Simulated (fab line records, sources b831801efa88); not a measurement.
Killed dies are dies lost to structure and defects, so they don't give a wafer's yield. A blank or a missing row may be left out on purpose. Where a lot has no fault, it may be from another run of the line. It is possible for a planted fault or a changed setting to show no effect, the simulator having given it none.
The tool behind it: which one? || flow gf180mcu || Sampling: 15 lots, 45 wafers, 4 of 602 route steps

## WHAT EACH GAUGE READ, for each wafer
GF_STI_THK_MEAS_02.
{"lot": "L790", "measured": "day 1 16:53", "on": "film metro-04", "STI_OXIDATION_THK (nm)": "10.09 10.00 10.12"}
{"lot": "L791", "measured": "day 1 21:44", "on": "film metro-04", "STI_OXIDATION_THK (nm)": "9.75 9.72 9.90"}
{"lot": "L793", "measured": "day 2 07:31", "on": "film metro-02", "STI_OXIDATION_THK (nm)": "9.98 9.95 9.85"}
{"lot": "L794", "measured": "day 2 15:47", "on": "film metro-04", "STI_OXIDATION_THK (nm)": "10.02 10.03 10.10"}
{"lot": "L795", "measured": "day 2 20:57", "on": "film metro-02", "STI_OXIDATION_THK (nm)": "9.61 9.71 9.81"}
{"lot": "L796", "measured": "day 2 23:52", "on": "film metro-03", "STI_OXIDATION_THK (nm)": "10.01 10.14 10.07"}
{"lot": "L797", "measured": "day 3 04:04", "on": "film metro-04", "STI_OXIDATION_THK (nm)": "10.06 9.97 9.84"}
{"lot": "L798", "measured": "day 3 08:31", "on": "film metro-03", "STI_OXIDATION_THK (nm)": "10.21 10.20 10.12"}
{"lot": "L799", "measured": "day 3 14:10", "on": "film metro-04", "STI_OXIDATION_THK (nm)": "10.29 9.96 10.23"}
{"lot": "L800", "measured": "day 3 19:12", "on": "film metro-04", "STI_OXIDATION_THK (nm)": "10.05 9.87 10.02"}
{"lot": "L806", "measured": "day 5 00:31", "on": "film metro-03", "STI_OXIDATION_THK (nm)": "9.70 9.76 9.84"}
{"lot": "L809", "measured": "day 5 15:34", "on": "film metro-02", "STI_OXIDATION_THK (nm)": "9.68 9.81 9.91"}
{"lot": "L810", "measured": "day 5 20:31", "on": "film metro-02", "STI_OXIDATION_THK (nm)": "10.29 10.40 10.36"}
{"lot": "L811", "measured": "day 6 01:31", "on": "film metro-03", "STI_OXIDATION_THK (nm)": "9.96 10.04 10.13"}
{"lot": "L812", "measured": "day 6 06:50", "on": "film metro-04", "STI_OXIDATION_THK (nm)": "9.72 9.72 9.63"}

GF_NSD_CD_MEAS_07: the cd target is 400 nm.
{"lot": "L790", "measured": "day 14 07:04", "on": "cd sem-01", "cd nm (nm)": "404.1 403.3 401.9"}
{"lot": "L791", "measured": "day 14 18:29", "on": "cd sem-01", "cd nm (nm)": "403.3 403.5 403.7"}
{"lot": "L793", "measured": "day 14 23:59", "on": "cd sem-01", "cd nm (nm)": "400.5 402.8 400.9"}
{"lot": "L794", "measured": "day 15 10:25", "on": "cd sem-02", "cd nm (nm)": "400.4 400.2 400.2"}
{"lot": "L795", "measured": "day 15 11:34", "on": "cd sem-01", "cd nm (nm)": "400.8 402.1 403.8"}
{"lot": "L796", "measured": "day 16 00:53", "on": "cd sem-02", "cd nm (nm)": "404.2 401.8 403.2"}
{"lot": "L797", "measured": "day 16 07:44", "on": "cd sem-02", "cd nm (nm)": "402.2 402.6 403.4"}
{"lot": "L798", "measured": "day 16 19:47", "on": "cd sem-02", "cd nm (nm)": "399.7 401.4 402.4"}
{"lot": "L799", "measured": "day 16 21:38", "on": "cd sem-01", "cd nm (nm)": "397.5 399.9 398.3"}
{"lot": "L800", "measured": "day 17 06:59", "on": "cd sem-02", "cd nm (nm)": "400.5 399.4 402.9"}
{"lot": "L806", "measured": "day 19 00:47", "on": "cd sem-02", "cd nm (nm)": "401.3 402.4 402.7"}
{"lot": "L809", "measured": "day 20 08:38", "on": "cd sem-01", "cd nm (nm)": "400.5 404.1 401.6"}
{"lot": "L810", "measured": "day 20 17:44", "on": "cd sem-02", "cd nm (nm)": "400.5 401.5 400.7"}
{"lot": "L811", "measured": "day 20 20:59", "on": "cd sem-02", "cd nm (nm)": "401.7 399.2 399.6"}
{"lot": "L812", "measured": "day 21 02:10", "on": "cd sem-02", "cd nm (nm)": "397.7 399.2 397.0"}

## EACH LOT AND THE TOOL THAT RAN IT (in order: tool; ch and the chambers of the sampled wafers; start)
{"lot": "L790", "GF_LVPWELL_IMPLANT_09": "implanter-04 ch 0, day 4 07:34", "GF_HV_LDD_RTA_52": "rtp anneal-01 ch 0, day 13 07:25"}
{"lot": "L791", "GF_LVPWELL_IMPLANT_09": "implanter-04 ch 0, day 4 14:46", "GF_HV_LDD_RTA_52": "rtp anneal-01 ch 0, day 13 17:22"}
{"lot": "L793", "GF_LVPWELL_IMPLANT_09": "implanter-04 ch 0, day 4 19:18", "GF_HV_LDD_RTA_52": "rtp anneal-02 ch 0, day 13 23:37"}
{"lot": "L794", "GF_LVPWELL_IMPLANT_09": "implanter-03 ch 0, day 5 03:40", "GF_HV_LDD_RTA_52": "rtp anneal-02 ch 0, day 14 10:07"}
{"lot": "L795", "GF_LVPWELL_IMPLANT_09": "implanter-04 ch 0, day 5 09:37", "GF_HV_LDD_RTA_52": "rtp anneal-01 ch 0, day 14 12:07"}
{"lot": "L796", "GF_LVPWELL_IMPLANT_09": "implanter-04 ch 0, day 5 16:18", "GF_HV_LDD_RTA_52": "rtp anneal-02 ch 0, day 15 01:23"}
{"lot": "L797", "GF_LVPWELL_IMPLANT_09": "implanter-04 ch 0, day 5 18:39", "GF_HV_LDD_RTA_52": "rtp anneal-01 ch 0, day 15 07:13"}
{"lot": "L798", "GF_LVPWELL_IMPLANT_09": "implanter-02 ch 0, day 6 05:23", "GF_HV_LDD_RTA_52": "rtp anneal-02 ch 0, day 15 19:07"}
{"lot": "L799", "GF_LVPWELL_IMPLANT_09": "implanter-03 ch 0, day 6 06:39", "GF_HV_LDD_RTA_52": "rtp anneal-01 ch 0, day 15 19:14"}
{"lot": "L800", "GF_LVPWELL_IMPLANT_09": "implanter-04 ch 0, day 6 12:42", "GF_HV_LDD_RTA_52": "rtp anneal-01 ch 0, day 16 05:18"}
{"lot": "L806", "GF_LVPWELL_IMPLANT_09": "implanter-03 ch 0, day 7 19:23", "GF_HV_LDD_RTA_52": "rtp anneal-02 ch 0, day 17 22:01"}
{"lot": "L809", "GF_LVPWELL_IMPLANT_09": "implanter-02 ch 0, day 8 13:57", "GF_HV_LDD_RTA_52": "rtp anneal-02 ch 0, day 19 04:47"}
{"lot": "L810", "GF_LVPWELL_IMPLANT_09": "implanter-02 ch 0, day 8 21:03", "GF_HV_LDD_RTA_52": "rtp anneal-02 ch 0, day 19 14:55"}
{"lot": "L811", "GF_LVPWELL_IMPLANT_09": "implanter-03 ch 0, day 8 23:51", "GF_HV_LDD_RTA_52": "rtp anneal-01 ch 0, day 19 18:07"}
{"lot": "L812", "GF_LVPWELL_IMPLANT_09": "implanter-04 ch 0, day 9 05:10", "GF_HV_LDD_RTA_52": "rtp anneal-01 ch 0, day 20 00:13"}
- GF_LVPWELL_IMPLANT_09
- GF_HV_LDD_RTA_52: time 10 s.

## WHAT THE TOOLS THEMSELVES READ (means of the sampled wafers that have a number; where no wafer has one, the mark that the record gives instead)
GF_LVPWELL_IMPLANT_09.
{"lot": "L790", "tool": "implanter-04", "beam energy keV": 60.002, "end station pressure torr (Torr)": 4.90e-06}
{"lot": "L791", "tool": "implanter-04", "beam energy keV": 59.994, "end station pressure torr (Torr)": 5.26e-06}
{"lot": "L793", "tool": "implanter-04", "beam energy keV": 60.014, "end station pressure torr (Torr)": 5.03e-06}
{"lot": "L794", "tool": "implanter-03", "beam energy keV": 59.980, "end station pressure torr (Torr)": 5.11e-06}
{"lot": "L795", "tool": "implanter-04", "beam energy keV": 60.004, "end station pressure torr (Torr)": 5.00e-06}
{"lot": "L796", "tool": "implanter-04", "beam energy keV": 55.739, "end station pressure torr (Torr)": 4.92e-06}
{"lot": "L797", "tool": "implanter-04", "beam energy keV": 55.726, "end station pressure torr (Torr)": 5.02e-06}
{"lot": "L798", "tool": "implanter-02", "beam energy keV": 60.005, "end station pressure torr (Torr)": 5.07e-06}
{"lot": "L799", "tool": "implanter-03", "beam energy keV": 60.004, "end station pressure torr (Torr)": 5.08e-06}
{"lot": "L800", "tool": "implanter-04", "beam energy keV": 55.717, "end station pressure torr (Torr)": 4.95e-06}
{"lot": "L806", "tool": "implanter-03", "beam energy keV": 60.004, "end station pressure torr (Torr)": 5.23e-06}
{"lot": "L809", "tool": "implanter-02", "beam energy keV": 60.020, "end station pressure torr (Torr)": 4.88e-06}
{"lot": "L810", "tool": "implanter-02", "beam energy keV": 59.996, "end station pressure torr (Torr)": 4.92e-06}
{"lot": "L811", "tool": "implanter-03", "beam energy keV": 59.983, "end station pressure torr (Torr)": 4.96e-06}
{"lot": "L812", "tool": "implanter-04", "beam energy keV": 60.014, "end station pressure torr (Torr)": 5.25e-06}

GF_HV_LDD_RTA_52.
{"lot": "L790", "tool": "rtp anneal-01", "lamp power pct (%)": 29.4, "wafer_temp_C_max": 1003.6}
{"lot": "L791", "tool": "rtp anneal-01", "lamp power pct (%)": 29.5, "wafer_temp_C_max": 1004.2}
{"lot": "L793", "tool": "rtp anneal-02", "lamp power pct (%)": 31.0, "wafer_temp_C_max": 1003.2}
{"lot": "L794", "tool": "rtp anneal-02", "lamp power pct (%)": 31.1, "wafer_temp_C_max": 1003.4}
{"lot": "L795", "tool": "rtp anneal-01", "lamp power pct (%)": 29.4, "wafer_temp_C_max": 1005.0}
{"lot": "L796", "tool": "rtp anneal-02", "lamp power pct (%)": 31.0, "wafer_temp_C_max": 1003.6}
{"lot": "L797", "tool": "rtp anneal-01", "lamp power pct (%)": 29.4, "wafer_temp_C_max": 1004.8}
{"lot": "L798", "tool": "rtp anneal-02", "lamp power pct (%)": 31.0, "wafer_temp_C_max": 1003.5}
{"lot": "L799", "tool": "rtp anneal-01", "lamp power pct (%)": 29.4, "wafer_temp_C_max": 1004.0}
{"lot": "L800", "tool": "rtp anneal-01", "lamp power pct (%)": 29.4, "wafer_temp_C_max": 1004.7}
{"lot": "L806", "tool": "rtp anneal-02", "lamp power pct (%)": 31.0, "wafer_temp_C_max": 1003.3}
{"lot": "L809", "tool": "rtp anneal-02", "lamp power pct (%)": 31.0, "wafer_temp_C_max": 1003.0}
{"lot": "L810", "tool": "rtp anneal-02", "lamp power pct (%)": 31.0, "wafer_temp_C_max": 1003.4}
{"lot": "L811", "tool": "rtp anneal-01", "lamp power pct (%)": 29.4, "wafer_temp_C_max": 1004.4}
{"lot": "L812", "tool": "rtp anneal-01", "lamp power pct (%)": 29.4, "wafer_temp_C_max": 1004.6}

## THE ANSWER, worked out from the rows above alone
Rule: the usual values come from the lots themselves. The widest of any qualifying gaps counts: lots, ordered by their means at a reading, are off when they make up no more than a third of the lots, leave a main group of 4 or more, and stand apart from it by 3 or more times the standard deviation of that group's means. The tables above print the reading to a certain number of digits; a main group whose means all agree to those digits is not used. A lot without any number at a reading at which 4 lots or more have one is off too. Where the step has rows for the other lots, those lots are counted as sound. First the gauges in route order, then the tools' own readings, where a lot's mean is used as printed above. At the first step where some lot is off, the reading lying furthest off is the one used; lots without a number count as furthest.
Off, at GF_LVPWELL_IMPLANT_09 on beam energy keV: L796, L797, L800. Main group: mean 60.002, sd 0.011.
A tool fits if, at that step or a process step before it, it ran every lot that is off, and no sound lot after the first of them. None of those tried fits.

## WHAT THE SIMULATOR PUT IN
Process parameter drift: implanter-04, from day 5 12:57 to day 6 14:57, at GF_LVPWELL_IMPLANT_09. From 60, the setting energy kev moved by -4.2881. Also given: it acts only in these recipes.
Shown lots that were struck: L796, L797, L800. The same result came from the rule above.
